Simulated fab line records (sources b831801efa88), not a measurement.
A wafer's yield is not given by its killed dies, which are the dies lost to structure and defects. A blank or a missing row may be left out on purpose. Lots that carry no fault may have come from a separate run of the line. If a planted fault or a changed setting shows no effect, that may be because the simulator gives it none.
A lot that was struck, set against a sound lot || flow sky130 || 38 steps out of a route of 708
Sound: the wafers L318.3, L318.5, L318.6. Struck: wafers L325.4, L325.5, L325.6. The cause is given at the end.
For every step that has rows: the tool of each side, followed by ch and its chambers, followed by its first start. Under that, the readings that differ: sound wafers || struck wafers || difference of the means || sigmas: that difference in standard deviations of wafers without a fault.
alike: a reading whose means differ by less than 2 such deviations, as well as words and numbers matching on both sides. not compared: withheld readings; readings where some wafer has no value; bounds like >300 that might hide an equal value; numbers whose values overlap and for which the record gives no deviation.
Wherever a step has rows on one side only, a row that says differs or no value, or a row with sigmas, the two part there. Numbers that don't overlap but have no deviation are shown without sigmas and don't part them. Lack of a reading on every wafer of one side parts them only where that side has two or more wafers.

first, 10 steps without rows for these wafers: SKY_LDD_HVP_HMDS_01 (prime time 60 s); SKY_LDD_HVP_COAT_02 (resist thk 300 nm); SKY_LDD_HVP_SOFTBAKE_03 (time 60 s); SKY_LDD_HVP_EXPOSE_04 (exposes mask HVPTM, target cd 700 nm); SKY_LDD_HVP_PEB_05; SKY_LDD_HVP_DEVELOP_06 (develop time 60 s); SKY_LDD_HVP_IMPLANT_08; SKY_LDD_HVP_STRIP_09 (strips in O2/N2); SKY_LDD_LDN_DEHYDRATE_00 (time 60 s); SKY_LDD_LDN_HMDS_01 (prime time 60 s).
SKY_LDD_LDN_COAT_02: resist thk 1140 nm.
  struck on litho-track-03, day 28 16:52; sound on litho-track-03 ch 0, day 24 06:23
  no value came back on the struck wafers for chill-plate-temp-C (C), dispense-pressure-kPa (kPa), exhaust-pa (Pa), spin-speed-rpm (rpm); on the sound wafers chill-plate-temp-C (C) reads 22.85 23.00 23.02
then, 4 steps without rows for these wafers: SKY_LDD_LDN_SOFTBAKE_03 (time 60 s); SKY_LDD_LDN_EXPOSE_04 (exposes mask LDNTM, target cd 700 nm); SKY_LDD_LDN_PEB_05; SKY_LDD_LDN_DEVELOP_06 (develop time 60 s).
SKY_LDD_LDN_OVL_MEAS_07:
  sound on overlay-01, day 24 21:06; struck on overlay-01, day 29 06:33
{"reading": "LDD_LDN_OVL (nm)", "sound": "-0.1 0.4 -0.9", "struck": "- - -", "difference": "no value on the struck wafers", "sigmas": ""}
then, 20 steps without rows for these wafers: SKY_LDD_LDN_IMPLANT_08; SKY_LDD_LDN_IMPLANT_09; SKY_LDD_LDN_IMPLANT_10; SKY_LDD_LDN_IMPLANT_11; SKY_LDD_LDN_STRIP_12 (strips in O2/N2); SKY_LDD_LDN_CLEAN_14 (cleans in SC1/SC2, time 150 s); SKY_SPACER_CVD_00 (deposits Si3N4 from DCS/NH3, target thk 43.1 nm, time 740 s); SKY_SPACER_ETCHBACK_02 (etches Si3N4 in CH3F/O2, stops on SiO2, time 46.7 s, target depth 45 nm); SKY_POLY_CUT_DEHYDRATE_00 (time 60 s); SKY_POLY_CUT_HMDS_01 (prime time 60 s); SKY_POLY_CUT_COAT_02 (resist thk 60 nm); SKY_POLY_CUT_COAT_03 (resist thk 450 nm); SKY_POLY_CUT_SOFTBAKE_04 (time 90 s); SKY_POLY_CUT_EXPOSE_05 (exposes mask NPCM, target cd 270 nm); SKY_POLY_CUT_PEB_06; SKY_POLY_CUT_DEVELOP_07 (develop time 60 s); SKY_POLY_CUT_ETCH_10 (etches BARC in N2/H2, stops on SiO2, time 45.9 s, target depth 60 nm); SKY_POLY_CUT_ETCH_11 (etches Si3N4 in CF4/CH2F2/Ar, stops on poly-Si, time 42.5 s, target depth 60 nm); SKY_POLY_CUT_STRIP_12 (strips in O2/N2); SKY_SD_P_DEHYDRATE_00 (time 60 s).
-- the record jumps here: 4 days lie between the struck wafers' starts before and after (it left off in module SD_P and takes up again in module RES_XHIGH, whose first step shown is number 341 of the route) --
SKY_RES_XHIGH_TW_MEAS_09:
  sound on film-metro-04, day 28 17:49; struck on film-metro-04, day 32 21:14
{"reading": "RES_XHIGH_TW", "sound": "1688 1690 1686", "struck": "1964 1956 1950", "difference": "+269", "sigmas": "+10"}
-- the record jumps here: 17 days lie between the struck wafers' starts before and after (it left off in module RES_XHIGH and takes up again in module PAD_OPEN, whose first step shown is number 708 of the route) --
SKY_PAD_OPEN_PROBE_99:
  sound on prober-01, day 47 05:40; struck on prober-01, day 50 04:37
{"reading": "killed-at-front-end", "sound": "13 19 13", "struck": "427 419 409", "difference": "+403", "sigmas": "+92"}
{"reading": "killed-dies", "sound": "75 97 75", "struck": "492 492 492", "difference": "+410", "sigmas": "+42"}
{"reading": "killed-on-rim", "sound": "11 15 15", "struck": "96 96 96", "difference": "+82", "sigmas": "+22"}
{"reading": "model.etest.pfet_01v8.r-on-ohm-um", "sound": "2793 2799 2866", "struck": "8406 7558 7077", "difference": "+4861", "sigmas": ""}
{"reading": "model.etest.tip_p_5v.rs-ohm-sq", "sound": "2841 2823 2826", "struck": "7141 7244 7238", "difference": "+4378", "sigmas": ""}
{"reading": "model.etest.tip_n_5v.rs-ohm-sq", "sound": "1392 1404 1393", "struck": "1028 1021 1028", "difference": -371, "sigmas": ""}
{"reading": "model.etest.pfet-g5v0d10v5.r-on-ohm-um", "sound": "4755 4823 4802", "struck": "4903 4950 4883", "difference": "+119", "sigmas": ""}
{"reading": "model.etest.pfet_01v8.drive-ua-um", "sound": "203.2 201.9 195", "struck": "62.49 69.24 74.86", "difference": -131.17, "sigmas": ""}
{"reading": "model.etest.pfet_01v8_hvt.drive-ua-um", "sound": "151.7 152.6 145.6", "struck": "40.59 46.32 51.31", "difference": -103.89, "sigmas": ""}
{"reading": "model.etest.tip_p_5v.rs-ohm-sq-range", "sound": "57.38 63.64 83.2", "struck": "197.1 156 111", "difference": "+86.6", "sigmas": ""}
{"reading": "model.etest.sram-pfet-latch.drive-ua-um", "sound": "152.9 152.8 145", "struck": "41.69 46.83 51.13", "difference": -103.68, "sigmas": ""}
  alike: killed_at_M0_to_M3, killed_at_M4_up, killed-at-contacts, killed-at-other, killed-open, killed-short

## WHERE THEY PART
First at SKY_LDD_LDN_COAT_02; last, within this record, at SKY_PAD_OPEN_PROBE_99.

WHY: the cause the simulator had injected
At SKY_LDD_LDN_COAT_02, the step was skipped entirely on litho-track-03 from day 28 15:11 on. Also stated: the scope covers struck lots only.
